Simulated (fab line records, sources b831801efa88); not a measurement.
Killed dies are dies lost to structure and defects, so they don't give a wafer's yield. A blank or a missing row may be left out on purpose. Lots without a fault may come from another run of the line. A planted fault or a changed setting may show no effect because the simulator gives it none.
A struck lot beside a sound one | flow sky130 | 35 steps out of a route of 708
Sound: wafers L115.2, L115.4, L115.6. Struck: wafers L119.1, L119.5. (L119.2 of the same lot was not struck and is left out.) The cause comes at the end.
At each step with rows: each side's tool, then ch and its chambers, then its first start. Under that, the readings that differ: sound wafers | struck wafers | difference of the means | sigmas: that difference in standard deviations of wafers without a fault.
alike: readings whose means differ by less than 2 such deviations, and words and numbers that are the same on both sides. not compared: withheld readings, readings that some wafer has no value for, bounds like >300 that may hide the same value, and numbers for which the record gives no deviation and whose values overlap.
The two part at a step that has a row with sigmas, a row that says differs or no value, or rows on one side only. Numbers that don't overlap but have no deviation are shown without sigmas and don't part them. A reading that every wafer of one side lacks parts them only if that side has two wafers or more.

first, 9 steps without rows for these wafers: SKY_METAL2_DEVELOP_14 (develop time 60 s); SKY_METAL2_DESCUM_17 (chemistry O2, time 8 s); SKY_METAL2_ETCH_18 (etches BARC in N2/H2, stops on SiO2, time 45.9 s, target depth 60 nm); SKY_METAL2_METAL_ETCH_19 (etches the open film in Cl2/BCl3, stops on SiO2, target depth 360 nm, time 78 s); SKY_METAL2_STRIP_20 (strips in O2/N2); SKY_METAL2_STRIP_21 (strips in post etch residue remover, time 1200 s); SKY_METAL2_CLEAN_22 (cleans in IPA, time 180 s); SKY_METAL2_CLEAN_23 (cleans in O3/DIW); SKY_VIA2_HDPCVD_00 (deposits SiO2, target thk 1180 nm, time 196.7 s).
SKY_VIA2_CMP_02: polishes SiO2.
  sound on cmp-01 ch 2,3, day 39 20:29; struck on cmp-02 ch 2, day 40 11:10
  reading                                  | sound             | struck      | difference | sigmas
  retaining_ring_pressure_frac             | 0.993 0.999 0.992 | 1.013 1.004 | +0.014     | +3
  model.SiO2_of_VIA2_HDPCVD_00.thk_nm (nm) | 492.5 495.3 494.3 | 618.8 619.3 | +125.0     |
  alike: motor_current_A
then, 9 steps without rows for these wafers: SKY_VIA2_DEHYDRATE_04 (time 60 s); SKY_VIA2_HMDS_05 (prime time 60 s); SKY_VIA2_COAT_06 (resist thk 60 nm); SKY_VIA2_COAT_07 (resist thk 450 nm); SKY_VIA2_SOFTBAKE_08 (time 90 s); SKY_VIA2_EXPOSE_09 (exposes mask VIM2, target cd 200 nm); SKY_VIA2_PEB_10; SKY_VIA2_DEVELOP_11 (develop time 60 s); SKY_VIA2_ETCH_14 (etches BARC in N2/H2, stops on SiO2, time 45.9 s, target depth 60 nm).
SKY_VIA2_ETCH_15: etches SiO2 in C4F8/O2/Ar, stops on TiN, target depth 546 nm, time 84 s.
  sound on rie_diel-04 ch 0,2, day 40 21:44; struck on rie_diel-01 ch 1, day 41 12:20
  reading                          | sound             | struck      | difference | sigmas
  oes_product_au (a.u.)            | 0.935 0.938 0.945 | 0.994 0.983 | +0.049     | +11
  model.etch.depth_nm (nm)         | 492.5 495.3 494.3 | 536.5 536.4 | +42.4      |
  model.VIA2.feature_depth_nm (nm) | 492.5 495.3 494.3 | 536.5 536.4 | +42.4      |
  alike: bias_w, chamber_pressure_mTorr
  not compared: rf_hours_counter_h
then, 13 steps without rows for these wafers: SKY_VIA2_STRIP_16 (strips in O2/N2); SKY_VIA2_STRIP_17 (strips in post etch residue remover, time 1200 s); SKY_VIA2_CLEAN_18 (cleans in IPA, time 180 s); SKY_VIA2_CLEAN_19 (cleans in O3/DIW); SKY_VIA2_SPUTTER_20 (material TiN, target thk 20 nm, time 80 s); SKY_VIA2_CVD_21 (deposits W, target thk 420 nm, time 126.4 s); SKY_VIA2_CMP_24 (polishes, stops on SiO2, t overpolish 20 s, target thk 0 nm); SKY_METAL3_SPUTTER_00 (material Ti, target thk 15 nm, time 10 s); SKY_METAL3_SPUTTER_01 (material TiN, target thk 20 nm, time 16.7 s); SKY_METAL3_SPUTTER_02 (material AlCu, target thk 735 nm, time 39.1 s); SKY_METAL3_SPUTTER_03 (material Ti, target thk 5 nm, time 3.3 s); SKY_METAL3_SPUTTER_04 (material TiN, target thk 70 nm, time 58.3 s); SKY_CAPM_CVD_00 (deposits SiO2, target thk 15.5 nm).
-- the record jumps here: 2 days lie between the struck wafers' starts before and after (it left off in module CAPM and takes up again in module METAL3, whose first step shown is number 532 of the route) --
SKY_METAL3_METAL_ETCH_18: etches the open film in Cl2/BCl3, stops on SiO2, target depth 845 nm, time 183.1 s.
  sound on rie_metal-02 ch 0,1, day 42 23:52; struck on rie_metal-04 ch 0,1, day 43 13:41
  reading                                  | sound             | struck      | difference | sigmas
  model.SiO2_of_VIA2_HDPCVD_00.thk_nm (nm) | 463.3 466.2 465.2 | 589.1 589.1 | +124.2     |
  alike: bias_w, chamber_pressure_mTorr, drypump_motor_current_A, oes_product_au, throttle_valve_pct
  not compared: rf_hours_counter_h
-- the record jumps here: 6 days lie between the struck wafers' starts before and after (it left off in module METAL3 and takes up again in module PAD_OPEN, whose first step shown is number 708 of the route) --
SKY_PAD_OPEN_PROBE_99:
  sound on prober-01, day 49 10:56; struck on prober-01, day 49 22:32
  reading                                | sound             | struck      | difference | sigmas
  model.etest.tester.sort_n_pass         | 396 406 409       | 0 0         | -404       |
  model.etest.tester.sort_yield_pct (%)  | 80.49 82.52 83.13 | 0 0         | -82        |
  model.etest.tester.sort_bin_5_pct (%)  | 12.6 10.16 10.16  | 91.26 91.06 | +80.19     |
  model.etest.res_ndiff_hv.open          | 0 0 0             | 1 1         | +1         |
  model.etest.field_p.open               | 0 0 0             | 1 1         | +1         |
  model.etest.pfet_g5v0d10v5.under_floor | 0 0 0             | 1 1         | +1         |
  model.etest.nfet_g5v0d10v5.under_floor | 0 0 0             | 1 1         | +1         |
  model.etest.res_poly.open              | 0 0 0             | 1 1         | +1         |
  alike: defect_limited_yield, killed_at_M0_to_M3, killed_at_M4_up, killed_at_contacts, killed_at_front_end, killed_at_other, killed_dies, killed_open, killed_short

WHERE THEY PART
First at SKY_VIA2_CMP_02; last, within this record, at SKY_VIA2_ETCH_15. Later steps at which nothing parts them and some readings are alike: SKY_METAL3_METAL_ETCH_18, SKY_PAD_OPEN_PROBE_99.

WHY: what the simulator had put in
Process parameter drift: cmp-02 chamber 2, from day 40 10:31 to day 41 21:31, at SKY_VIA2_CMP_02. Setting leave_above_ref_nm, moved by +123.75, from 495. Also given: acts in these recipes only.
